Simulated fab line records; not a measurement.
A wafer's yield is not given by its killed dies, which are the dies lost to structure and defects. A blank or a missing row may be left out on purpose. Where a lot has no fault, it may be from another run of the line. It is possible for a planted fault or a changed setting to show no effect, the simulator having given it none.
fab line records	flow sky130
record lots=13	wafers=39	last-day=50
route steps=708 shown POLY_GATE@228 LDD_P@263 SD_P@324 SD_N@349 PAD_OPEN@708
lots that met no fault: from a run of the same line without faults
start-h: the number of hours between the record's first day and the start of the first shown wafer of the lot	wait-h: time in hours since the lot's previous step	" same as the row above	L1.1+2: one row covering several wafers at once	- value missing, or start not given	* or withheld: withheld	< > ~ a bound
route shown NAME@n: NAME is a module with steps in the file, n the number in the route of the first one	usual: mean/standard deviation of fault-free wafers	same: alike in all rows	chamber/n: place in a boat	sites: each site's reading	_std_site: standard deviation of those values	_edge_site: inner sites' mean taken away from outer sites' mean	radius-mm: for every site, how far away it sits from the centre of the wafer	mask NAME#n: copy n	behind: the most recent tool/chamber to have shaped the wafer	hold: why the lot went on hold/how many hours it stayed there/how the hold came to an end	device: names the non-switching transistor (n, p or np)	end of line: at the end of the route, the tests of the same wafers	for a step that has no rows: nothing shown but its recipe	killed: at the first sort, the dies lost to defects and structure; wafer yield is something else	map: a wafer's dies, x killed, . not, _ none there
set.NAME: the setting the step ran with; set.NAME@STEP: the setting that earlier step ran with	model.NAME: the simulator's own value behind a step, which no gauge read
one table for each step of the route and one row for each wafer, over a sample of lots
services: the hour from which a tool's chamber was out of use, counted from the record's first day as start-h (under 0 if before that day), plus the number of hours and why
## steps
# step SKY_POLY_GATE_OVL_MEAS_14
# usual POLY_GATE_OVL=0/5.8
lot.wafer	tool	chamber	start-h	wait-h	POLY_GATE_OVL[nm]
L636.1	overlay-02	-	378.62	0.1	-1
L636.3	"	-	"	"	-8
L636.5	"	-	"	"	-2
L638.1	overlay-02	-	396.64	0.1	-4
L638.3	"	-	"	"	-8
L638.5	"	-	"	"	4
L640.2	overlay-01	-	407.13	0.1	-1
L640.3	"	-	"	"	-14
L640.4	"	-	"	"	-6
L641.2	overlay-01	-	416.87	0.1	-2
L641.5	"	-	"	"	7
L641.6	"	-	"	"	3
L642.4	overlay-02	-	435.59	0.1	-6
L642.5	"	-	"	"	2
L642.6	"	-	"	"	-3
L643.2	overlay-01	-	444.08	0.1	2
L643.3	"	-	"	"	3
L643.4	"	-	"	"	1
L645.4	overlay-01	-	451.74	0.1	6
L645.5	"	-	"	"	-2
L645.6	"	-	"	"	0
L647.3	overlay-02	-	473.15	0.1	-8
L647.5	"	-	"	"	-9
L647.6	"	-	"	"	7
L652.3	overlay-02	-	507.18	0.1	1
L652.4	"	-	"	"	5
L652.5	"	-	"	"	2
L656.1	overlay-01	-	542.68	0.1	2
L656.2	"	-	"	"	-6
L656.4	"	-	"	"	3
L657.1	overlay-02	-	553.13	0.1	2
L657.5	"	-	"	"	7
L657.6	"	-	"	"	3
L658.3	overlay-02	-	555.29	0.1	6
L658.5	"	-	"	"	11
L658.6	"	-	"	"	1
L659.2	overlay-01	-	568.57	0.1	-6
L659.4	"	-	"	"	-3
L659.5	"	-	"	"	-3
# step SKY_LDD_P_OVL_MEAS_08
# usual LDD_P_OVL=-1.2/1.4
lot.wafer	tool	chamber	start-h	wait-h	LDD_P_OVL[nm]
L636.1	overlay-02	-	441.92	0.1	-1.9
L636.3	"	-	"	"	-3.3
L636.5	"	-	"	"	-2.7
L638.1	overlay-01	-	461.48	0.1	-3.9
L638.3	"	-	"	"	-1.0
L638.5	"	-	"	"	-0.8
L640.2	overlay-02	-	473.82	0.1	-1.1
L640.3	"	-	"	"	-1.5
L640.4	"	-	"	"	-0.8
L641.2	overlay-02	-	481.72	0.1	0.5
L641.5	"	-	"	"	-1.9
L641.6	"	-	"	"	-1.5
L642.4	overlay-01	-	500.74	0.1	-2.1
L642.5	"	-	"	"	-1.3
L642.6	"	-	"	"	-3.3
L643.2	overlay-01	-	508.42	0.1	-1.6
L643.3	"	-	"	"	-1.0
L643.4	"	-	"	"	-0.5
L645.4	overlay-01	-	514.60	0.1	0.7
L645.5	"	-	"	"	0.2
L645.6	"	-	"	"	-0.6
L647.3	overlay-02	-	538.61	0.1	0.2
L647.5	"	-	"	"	-0.5
L647.6	"	-	"	"	-2.1
L652.3	overlay-02	-	570.48	0.1	-2.2
L652.4	"	-	"	"	-2.7
L652.5	"	-	"	"	-1.5
L656.1	overlay-01	-	604.47	0.1	-0.4
L656.2	"	-	"	"	-0.4
L656.4	"	-	"	"	0.2
L657.1	overlay-02	-	614.47	0.1	-0.9
L657.5	"	-	"	"	-1.4
L657.6	"	-	"	"	-0.7
L658.3	overlay-01	-	616.34	0.1	-0.6
L658.5	"	-	"	"	-1.2
L658.6	"	-	"	"	-1.7
L659.2	overlay-01	-	630.61	0.1	-0.2
L659.4	"	-	"	"	-2.1
L659.5	"	-	"	"	-1.9
# step SKY_SD_P_EXPOSE_04
# recipe mask-id=PSDM	na=0.6	source-shape=conventional	sigma-outer=0.6	polarization=unpolarized	target-cd-nm=380	dose-mj=138
# same sigma-outer=0.6
lot.wafer	tool	chamber	start-h	wait-h	mask
L636.1+3+5	iline-stepper-02	0	579.91	-	PSDM#0
L638.1+3+5	iline-stepper-01	0	599.38	-	PSDM#0
L640.2+3+4	iline-stepper-01	0	611.33	-	PSDM#0
L641.2+5+6	iline-stepper-01	0	617.83	-	PSDM#0
L642.4+5+6	iline-stepper-01	0	636.29	-	PSDM#0
L643.2+3+4	iline-stepper-01	0	644.31	-	PSDM#0
L645.4+5+6	iline-stepper-01	0	650.48	-	PSDM#0
L647.3+5+6	iline-stepper-01	0	673.58	-	PSDM_R1#0
L652.3+4+5	iline-stepper-02	0	702.57	-	PSDM#0
L656.1+2+4	iline-stepper-01	0	732.96	-	PSDM#0
L657.1+5+6	iline-stepper-01	0	743.61	-	PSDM#0
L658.3+5+6	iline-stepper-02	0	745.82	-	PSDM#0
L659.2+4+5	iline-stepper-01	0	759.55	-	PSDM#0
# step SKY_SD_P_CD_MEAS_07
# recipe target-cd-nm=380
# usual cd-nm=380.1/1.9
lot.wafer	tool	chamber	start-h	wait-h	cd-nm
L636.1	cd-sem-02	-	593.61	0.1	379.5
L636.3	"	-	"	"	380.2
L636.5	"	-	"	"	379.1
L638.1	cd-sem-02	-	613.52	0.1	377.7
L638.3	"	-	"	"	374.5
L638.5	"	-	"	"	378.6
L640.2	cd-sem-01	-	625.39	0.1	379.1
L640.3	"	-	"	"	379.6
L640.4	"	-	"	"	380.7
L641.2	cd-sem-02	-	632.12	0.2	378.3
L641.5	"	-	"	"	377.8
L641.6	"	-	"	"	380.9
L642.4	cd-sem-01	-	650.77	0.1	376.8
L642.5	"	-	"	"	376.6
L642.6	"	-	"	"	377.2
L643.2	cd-sem-02	-	658.34	0.1	381.0
L643.3	"	-	"	"	379.1
L643.4	"	-	"	"	379.6
L645.4	cd-sem-02	-	663.78	0.1	379.8
L645.5	"	-	"	"	377.7
L645.6	"	-	"	"	377.3
L647.3	cd-sem-02	-	687.01	0.1	409.5
L647.5	"	-	"	"	408.5
L647.6	"	-	"	"	409.6
L652.3	cd-sem-02	-	715.72	0.1	379.7
L652.4	"	-	"	"	382.5
L652.5	"	-	"	"	383.2
L656.1	cd-sem-01	-	746.03	0.1	382.2
L656.2	"	-	"	"	382.4
L656.4	"	-	"	"	381.4
L657.1	cd-sem-02	-	756.36	0.1	378.1
L657.5	"	-	"	"	377.2
L657.6	"	-	"	"	377.4
L658.3	cd-sem-02	-	759.12	0.1	377.0
L658.5	"	-	"	"	379.8
L658.6	"	-	"	"	380.1
L659.2	cd-sem-01	-	773.05	0.1	381.6
L659.4	"	-	"	"	380.8
L659.5	"	-	"	"	382.1
# step SKY_SD_N_CD_MEAS_07
# recipe target-cd-nm=380
# usual cd-nm=379.8/2.4
lot.wafer	tool	chamber	start-h	wait-h	cd-nm
L636.1	cd-sem-01	-	651.53	0.1	378.3
L636.3	"	-	"	"	380.0
L636.5	"	-	"	"	378.5
L638.1	cd-sem-02	-	671.78	0.1	378.4
L638.3	"	-	"	"	377.8
L638.5	"	-	"	"	376.8
L640.2	cd-sem-02	-	682.95	0.1	378.4
L640.3	"	-	"	"	380.3
L640.4	"	-	"	"	379.3
L641.2	cd-sem-01	-	688.24	0.1	377.7
L641.5	"	-	"	"	380.3
L641.6	"	-	"	"	377.4
L642.4	cd-sem-01	-	706.44	0.1	380.8
L642.5	"	-	"	"	379.0
L642.6	"	-	"	"	383.2
L643.2	cd-sem-02	-	714.50	0.1	383.3
L643.3	"	-	"	"	382.9
L643.4	"	-	"	"	380.7
L645.4	cd-sem-02	-	718.54	0.1	379.3
L645.5	"	-	"	"	379.2
L645.6	"	-	"	"	380.8
L647.3	cd-sem-01	-	741.92	0.1	384.0
L647.5	"	-	"	"	380.8
L647.6	"	-	"	"	384.7
L652.3	cd-sem-02	-	770.86	0.1	382.7
L652.4	"	-	"	"	382.9
L652.5	"	-	"	"	383.9
L656.1	cd-sem-01	-	800.02	0.1	376.4
L656.2	"	-	"	"	378.0
L656.4	"	-	"	"	376.1
L657.1	cd-sem-02	-	809.80	0.1	383.1
L657.5	"	-	"	"	382.4
L657.6	"	-	"	"	380.5
L658.3	cd-sem-02	-	812.16	0.1	376.9
L658.5	"	-	"	"	377.4
L658.6	"	-	"	"	376.3
L659.2	cd-sem-01	-	825.09	0.1	378.7
L659.4	"	-	"	"	377.8
L659.5	"	-	"	"	377.2
# step SKY_PAD_OPEN_PROBE_99
# usual killed_at_M0_to_M3=44/7.4	killed_at_M4_up=3.1/1.8	killed-at-contacts=24/5.6	killed-at-front-end=15/4.9	killed-at-other=0.4/0.59	killed-dies=87/9.8	killed-on-rim=17/4	killed-open=47/7.2	killed-short=39/6.8
# same gross-dies=492	killed-at-back-side=0
lot.wafer	tool	chamber	start-h	wait-h	killed_at_M0_to_M3	killed_at_M4_up	killed-at-contacts	killed-at-front-end	killed-at-other	killed-dies	killed-on-rim	killed-open	killed-short
L636.1	prober-02	-	1078.45	0.1	33	4	20	18	0	75	16	50	24
L636.3	prober-02	-	1078.55	0.2	50	4	29	23	1	107	26	54	53
L636.5	prober-02	-	1078.65	0.2	44	2	35	16	1	98	17	53	45
L638.1	prober-01	-	1095.49	0.1	40	0	21	11	0	72	12	47	25
L638.3	prober-01	-	1095.59	0.2	46	2	25	17	0	90	20	49	41
L638.5	prober-01	-	1095.69	0.2	48	3	32	9	0	92	14	58	34
L640.2	prober-02	-	1103.18	0.1	25	3	29	14	0	71	7	37	33
L640.3	prober-02	-	1103.23	0.2	42	4	22	21	0	89	17	43	46
L640.4	prober-02	-	1103.28	0.2	29	1	29	9	0	68	13	34	34
L641.2	prober-02	-	1109.14	0.1	35	5	24	18	2	84	14	38	45
L641.5	prober-02	-	1109.29	0.2	41	7	13	21	1	83	20	38	43
L641.6	prober-02	-	1109.34	0.2	55	4	16	8	1	84	14	47	36
L642.4	prober-01	-	1120.74	0.2	41	4	19	21	1	86	17	38	48
L642.5	prober-01	-	1120.79	0.2	31	1	18	11	0	61	16	30	31
L642.6	prober-01	-	1120.84	0.2	43	5	13	10	0	71	10	34	37
L643.2	prober-02	-	1126.00	0.1	55	3	20	23	0	101	26	67	33
L643.3	prober-02	-	1126.05	0.2	51	4	21	15	0	91	15	36	52
L643.4	prober-02	-	1126.10	0.2	47	2	16	18	0	83	20	49	34
L645.4	prober-02	-	1129.89	0.2	48	4	32	14	0	98	20	49	49
L645.5	prober-02	-	1129.94	0.2	52	4	20	18	0	94	27	42	52
L645.6	prober-02	-	1129.99	0.2	44	2	31	15	1	93	19	52	41
L647.3	prober-02	-	1146.05	0.2	41	2	33	10	1	87	20	48	39
L647.5	prober-02	-	1146.15	0.2	39	6	23	16	1	85	15	46	38
L647.6	prober-02	-	1146.20	0.2	40	0	30	19	2	91	22	49	41
L652.3	prober-01	-	1165.39	0.2	43	1	25	24	2	95	14	45	50
L652.4	prober-01	-	1165.44	0.2	64	3	19	4	1	91	18	39	52
L652.5	prober-01	-	1165.49	0.2	50	0	18	20	0	88	18	55	33
L656.1	prober-01	-	1184.69	0.1	33	3	25	9	0	70	12	36	33
L656.2	prober-01	-	1184.74	0.1	45	5	29	15	0	94	19	60	34
L656.4	prober-01	-	1184.84	0.2	42	3	25	14	1	85	15	40	45
L657.1	prober-02	-	1189.79	0.1	34	7	24	20	1	86	14	42	43
L657.5	prober-02	-	1189.99	0.2	37	0	27	4	0	68	13	46	22
L657.6	prober-02	-	1190.04	0.2	34	4	28	11	1	78	13	45	32
L658.3	prober-01	-	1190.92	0.2	47	5	17	21	0	90	14	54	36
L658.5	prober-01	-	1191.02	0.2	45	3	29	16	0	93	15	51	42
L658.6	prober-01	-	1191.07	0.2	41	3	17	20	1	82	16	45	37
L659.2	prober-01	-	1199.34	0.1	45	3	16	14	0	78	17	44	34
L659.4	prober-01	-	1199.44	0.2	40	2	23	13	1	79	21	37	42
L659.5	prober-01	-	1199.49	0.2	40	5	30	9	0	84	19	53	31
# killed by level:class
L636.1 CONTACT:geometric-particle:open=12 VIA1:geometric-particle:open=7 VIA3:geometric-particle:open=7 POLY_GATE:geometric-particle:open=6 METAL3:geometric-particle:short=5 LI_CONTACT:geometric-particle:open=4 VIA2:geometric-particle:open=4 FIELD_ISO:geometric-particle:open=3
L636.3 CONTACT:geometric-particle:open=11 VIA1:geometric-particle:open=9 VIA1:geometric-particle:short=7 POLY_GATE:geometric-particle:short=6 VIA2:geometric-particle:open=6 VIA3:geometric-particle:open=6 METAL2:geometric-particle:short=6 POLY_GATE:geometric-particle:open=5
L636.5 LI_CONTACT:geometric-particle:open=11 CONTACT:geometric-particle:open=10 VIA1:geometric-particle:open=10 CONTACT:geometric-particle:short=9 VIA3:geometric-particle:open=8 VIA2:geometric-particle:open=8 FIELD_ISO:geometric-particle:short=7 METAL2:geometric-particle:short=6
L638.1 VIA2:geometric-particle:open=9 LI_CONTACT:geometric-particle:open=8 VIA1:geometric-particle:open=8 POLY_GATE:geometric-particle:open=6 CONTACT:geometric-particle:open=6 METAL1:geometric-particle:short=6 METAL3:geometric-particle:short=4 VIA3:geometric-particle:open=4
L638.3 VIA2:geometric-particle:open=8 VIA3:geometric-particle:open=8 METAL1:geometric-particle:short=7 CONTACT:geometric-particle:open=7 LI_CONTACT:geometric-particle:open=6 VIA1:geometric-particle:open=6 FIELD_ISO:geometric-particle:open=4 POLY_GATE:geometric-particle:short=4
L638.5 LI_CONTACT:geometric-particle:open=12 CONTACT:geometric-particle:open=12 VIA1:geometric-particle:open=11 VIA3:geometric-particle:open=7 METAL1:geometric-particle:short=7 VIA2:geometric-particle:open=7 VIA1:geometric-particle:short=6 LOCAL_INTERCONNECT:geometric-particle:short=4
L640.2 CONTACT:geometric-particle:open=7 LOCAL_INTERCONNECT:geometric-particle:short=7 POLY_GATE:geometric-particle:open=6 LI_CONTACT:geometric-particle:open=6 METAL1:geometric-particle:short=5 CONTACT:geometric-particle:short=4 FIELD_ISO:geometric-particle:short=3 LI_CONTACT:geometric-particle:short=3
L640.3 VIA3:geometric-particle:open=11 VIA2:geometric-particle:open=7 LI_CONTACT:geometric-particle:open=6 VIA1:geometric-particle:open=6 METAL2:geometric-particle:short=6 LOCAL_INTERCONNECT:geometric-particle:short=5 CONTACT:geometric-particle:short=5 VIA2:geometric-particle:short=5
L640.4 CONTACT:geometric-particle:open=10 LI_CONTACT:geometric-particle:open=6 METAL2:geometric-particle:short=6 VIA2:geometric-particle:open=6 LOCAL_INTERCONNECT:geometric-particle:short=5 CONTACT:geometric-particle:short=5 POLY_GATE:geometric-particle:short=4 VIA3:geometric-particle:open=4
L641.2 VIA1:geometric-particle:open=8 LI_CONTACT:geometric-particle:open=8 METAL1:geometric-particle:short=7 POLY_GATE:geometric-particle:short=5 POLY_GATE:geometric-particle:open=5 CONTACT:geometric-particle:open=5 CONTACT:geometric-particle:short=5 METAL4:geometric-particle:short=5
L641.5 VIA1:geometric-particle:open=9 METAL1:geometric-particle:short=6 POLY_GATE:geometric-particle:open=5 CONTACT:geometric-particle:open=5 VIA2:geometric-particle:short=5 VIA3:geometric-particle:open=5 FIELD_ISO:geometric-particle:open=4 FIELD_ISO:geometric-particle:short=4
L641.6 VIA2:geometric-particle:open=12 VIA1:geometric-particle:open=9 METAL2:geometric-particle:short=9 METAL1:geometric-particle:short=6 POLY_GATE:geometric-particle:open=5 VIA3:geometric-particle:open=5 LI_CONTACT:geometric-particle:short=4 LOCAL_INTERCONNECT:geometric-particle:short=4
L642.4 VIA1:geometric-particle:open=12 METAL1:geometric-particle:short=9 POLY_GATE:geometric-particle:short=6 LI_CONTACT:geometric-particle:open=6 CONTACT:geometric-particle:open=6 METAL2:geometric-particle:short=5 VIA2:geometric-particle:open=5 FIELD_ISO:geometric-particle:open=4
L642.5 CONTACT:geometric-particle:open=8 METAL2:geometric-particle:short=8 FIELD_ISO:geometric-particle:open=4 METAL1:geometric-particle:short=4 VIA1:geometric-particle:short=4 VIA2:geometric-particle:open=4 CONTACT:geometric-particle:short=3 VIA1:geometric-particle:open=3
L642.6 METAL1:geometric-particle:short=12 CONTACT:geometric-particle:open=7 VIA1:geometric-particle:open=7 METAL2:geometric-particle:short=7 VIA2:geometric-particle:short=5 LI_CONTACT:geometric-particle:open=4 VIA1:geometric-particle:short=4 FIELD_ISO:geometric-particle:short=3
L643.2 VIA1:geometric-particle:open=14 VIA2:geometric-particle:open=13 VIA3:geometric-particle:open=9 POLY_GATE:geometric-particle:open=8 LI_CONTACT:geometric-particle:open=7 CONTACT:geometric-particle:open=7 POLY_GATE:geometric-particle:short=5 METAL2:geometric-particle:short=5
L643.3 VIA1:geometric-particle:open=9 VIA1:geometric-particle:short=8 POLY_GATE:geometric-particle:short=6 LOCAL_INTERCONNECT:geometric-particle:short=6 CONTACT:geometric-particle:open=6 METAL1:geometric-particle:short=5 METAL2:geometric-particle:short=5 POLY_GATE:geometric-particle:open=4
L643.4 VIA2:geometric-particle:open=14 VIA1:geometric-particle:open=10 LI_CONTACT:geometric-particle:open=6 POLY_GATE:geometric-particle:short=5 FIELD_ISO:geometric-particle:short=4 FIELD_ISO:geometric-particle:open=4 LOCAL_INTERCONNECT:geometric-particle:short=4 VIA1:geometric-particle:short=4
L645.4 VIA1:geometric-particle:open=9 VIA1:geometric-particle:short=9 CONTACT:geometric-particle:open=8 METAL1:geometric-particle:short=8 CONTACT:geometric-particle:short=7 LI_CONTACT:geometric-particle:open=6 LOCAL_INTERCONNECT:geometric-particle:short=6 VIA3:geometric-particle:open=5
L645.5 VIA1:geometric-particle:open=13 METAL2:geometric-particle:short=8 VIA2:geometric-particle:open=7 FIELD_ISO:geometric-particle:open=6 CONTACT:geometric-particle:open=6 LOCAL_INTERCONNECT:geometric-particle:short=5 FIELD_ISO:geometric-particle:short=4 VIA1:geometric-particle:short=4
L645.6 CONTACT:geometric-particle:open=12 VIA3:geometric-particle:open=12 VIA1:geometric-particle:open=8 LI_CONTACT:geometric-particle:open=7 FIELD_ISO:geometric-particle:short=5 METAL1:geometric-particle:short=5 METAL2:geometric-particle:short=5 LOCAL_INTERCONNECT:geometric-particle:open=4
L647.3 CONTACT:geometric-particle:open=13 VIA2:geometric-particle:open=12 VIA1:geometric-particle:open=7 LI_CONTACT:geometric-particle:open=6 FIELD_ISO:geometric-particle:short=5 LOCAL_INTERCONNECT:geometric-particle:short=5 CONTACT:geometric-particle:short=5 LI_CONTACT:geometric-particle:short=4
L647.5 VIA1:geometric-particle:open=10 VIA2:geometric-particle:open=10 CONTACT:geometric-particle:open=7 LI_CONTACT:geometric-particle:open=6 METAL2:geometric-particle:short=6 FIELD_ISO:geometric-particle:short=5 LI_CONTACT:geometric-particle:short=5 LOCAL_INTERCONNECT:geometric-particle:short=4
L647.6 VIA1:geometric-particle:open=12 CONTACT:geometric-particle:open=10 VIA2:geometric-particle:open=7 LI_CONTACT:geometric-particle:short=7 LI_CONTACT:geometric-particle:open=6 FIELD_ISO:geometric-particle:open=5 METAL1:geometric-particle:short=5 POLY_GATE:geometric-particle:short=5
L652.3 CONTACT:geometric-particle:open=13 FIELD_ISO:geometric-particle:short=8 VIA1:geometric-particle:open=8 VIA2:geometric-particle:open=8 METAL1:geometric-particle:short=7 FIELD_ISO:geometric-particle:open=6 POLY_GATE:geometric-particle:short=5 METAL2:geometric-particle:short=5
L652.4 VIA1:geometric-particle:open=18 METAL2:geometric-particle:short=8 CONTACT:geometric-particle:short=7 METAL1:geometric-particle:short=7 VIA3:geometric-particle:open=6 VIA2:geometric-particle:short=6 VIA1:geometric-particle:short=5 METAL3:geometric-particle:short=5
L652.5 VIA1:geometric-particle:open=11 VIA3:geometric-particle:open=8 VIA2:geometric-particle:open=7 FIELD_ISO:geometric-particle:open=6 FIELD_ISO:geometric-particle:short=6 CONTACT:geometric-particle:open=6 LI_CONTACT:geometric-particle:open=5 METAL1:geometric-particle:short=5
L656.1 CONTACT:geometric-particle:open=8 LI_CONTACT:geometric-particle:open=6 METAL2:geometric-particle:short=6 VIA3:geometric-particle:open=6 LOCAL_INTERCONNECT:geometric-particle:short=4 CONTACT:geometric-particle:short=4 METAL1:geometric-particle:short=4 VIA1:geometric-particle:open=4
L656.2 CONTACT:geometric-particle:open=14 VIA1:geometric-particle:open=11 VIA2:geometric-particle:open=10 LI_CONTACT:geometric-particle:open=6 VIA3:geometric-particle:open=6 METAL2:geometric-particle:short=5 CONTACT:geometric-particle:short=5 VIA1:geometric-particle:short=5
L656.4 CONTACT:geometric-particle:open=11 VIA1:geometric-particle:open=8 METAL1:geometric-particle:short=7 VIA1:geometric-particle:short=6 FIELD_ISO:geometric-particle:short=5 LOCAL_INTERCONNECT:geometric-particle:short=5 VIA3:geometric-particle:open=4 VIA2:geometric-particle:open=4
L657.1 VIA1:geometric-particle:open=7 CONTACT:geometric-particle:short=6 SPACER:geometric-particle:open=5 LI_CONTACT:geometric-particle:short=5 LOCAL_INTERCONNECT:geometric-particle:short=5 VIA3:geometric-particle:open=5 FIELD_ISO:geometric-particle:short=4 CONTACT:geometric-particle:open=4
L657.5 LI_CONTACT:geometric-particle:open=11 VIA1:geometric-particle:open=10 CONTACT:geometric-particle:open=7 VIA3:geometric-particle:open=6 VIA2:geometric-particle:open=6 LOCAL_INTERCONNECT:geometric-particle:short=5 METAL2:geometric-particle:short=4 VIA3:geometric-particle:short=4
L657.6 CONTACT:geometric-particle:open=13 VIA1:geometric-particle:open=9 LI_CONTACT:geometric-particle:open=7 METAL2:geometric-particle:short=7 LOCAL_INTERCONNECT:geometric-particle:short=5 VIA3:geometric-particle:open=4 METAL4:geometric-particle:short=4 FIELD_ISO:geometric-particle:open=3
L658.3 VIA1:geometric-particle:open=10 FIELD_ISO:geometric-particle:open=8 CONTACT:geometric-particle:open=7 VIA1:geometric-particle:short=7 METAL1:geometric-particle:short=6 VIA3:geometric-particle:open=6 LI_CONTACT:geometric-particle:open=5 VIA2:geometric-particle:open=5
L658.5 CONTACT:geometric-particle:open=11 VIA1:geometric-particle:open=9 LI_CONTACT:geometric-particle:open=7 VIA3:geometric-particle:open=7 METAL1:geometric-particle:short=7 VIA2:geometric-particle:open=7 LI_CONTACT:geometric-particle:short=5 METAL2:geometric-particle:short=5
L658.6 VIA1:geometric-particle:open=9 VIA2:geometric-particle:open=8 METAL1:geometric-particle:short=7 CONTACT:geometric-particle:open=6 LI_CONTACT:geometric-particle:open=5 VIA1:geometric-particle:short=5 VIA3:geometric-particle:open=5 POLY_CUT:geometric-particle:short=4
L659.2 VIA1:geometric-particle:open=10 VIA1:geometric-particle:short=8 LI_CONTACT:geometric-particle:open=7 CONTACT:geometric-particle:open=7 FIELD_ISO:geometric-particle:open=6 METAL2:geometric-particle:short=6 VIA3:geometric-particle:open=6 METAL1:geometric-particle:short=5
L659.4 VIA1:geometric-particle:open=8 VIA2:geometric-particle:open=6 CONTACT:geometric-particle:open=6 LI_CONTACT:geometric-particle:open=5 LOCAL_INTERCONNECT:geometric-particle:short=5 CONTACT:geometric-particle:short=5 METAL1:geometric-particle:short=5 METAL2:geometric-particle:short=5
L659.5 LI_CONTACT:geometric-particle:open=11 CONTACT:geometric-particle:open=10 VIA2:geometric-particle:open=9 METAL1:geometric-particle:short=6 METAL2:geometric-particle:short=5 FIELD_ISO:geometric-particle:open=4 LOCAL_INTERCONNECT:geometric-particle:short=4 VIA1:geometric-particle:open=4
## services
tool	chamber	start-h	hours	kind
iline-stepper-02	-	592.13	23.2	repair
iline-stepper-02	-	615.33	1.7	pm
iline-stepper-02	-	630.13	10.6	repair
iline-stepper-01	0	672.81	-	calibration
iline-stepper-02	-	675.07	10.8	repair
iline-stepper-01	-	685.87	4.4	pm
iline-stepper-02	0	706.56	-	calibration
iline-stepper-01	-	754.08	1.7	pm
## key
first-sign step=SKY_SD_P_EXPOSE_04	reading=mask	direction=changed
effect step=SKY_SD_P_CD_MEAS_07	reading=cd-nm	direction=up	sigmas=15	usual=380.1	struck=409.2
met-at SKY_SD_P_EXPOSE_04
struck-lots L647
tester-left-out L647
not-acting-at SKY_POLY_GATE_OVL_MEAS_14,SKY_LDD_P_OVL_MEAS_08,SKY_SD_N_CD_MEAS_07
onset-between 650.48 673.58
fault kind=wrong-mask	tool=any	chamber=-	onset-h=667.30	steps=SKY_SD_P_EXPOSE_04	aux-copy=PSDM_R1#0	cd-offset-nm=27	scope=struck-lots-only
# tester-left-out: of these lots the tester's yield and bins aren't shown, on N5 and GAA mostly nor the transistor test; their killed dies are dies lost to structure and defects alone, not to doping, threshold or leakage, so they don't give the yield
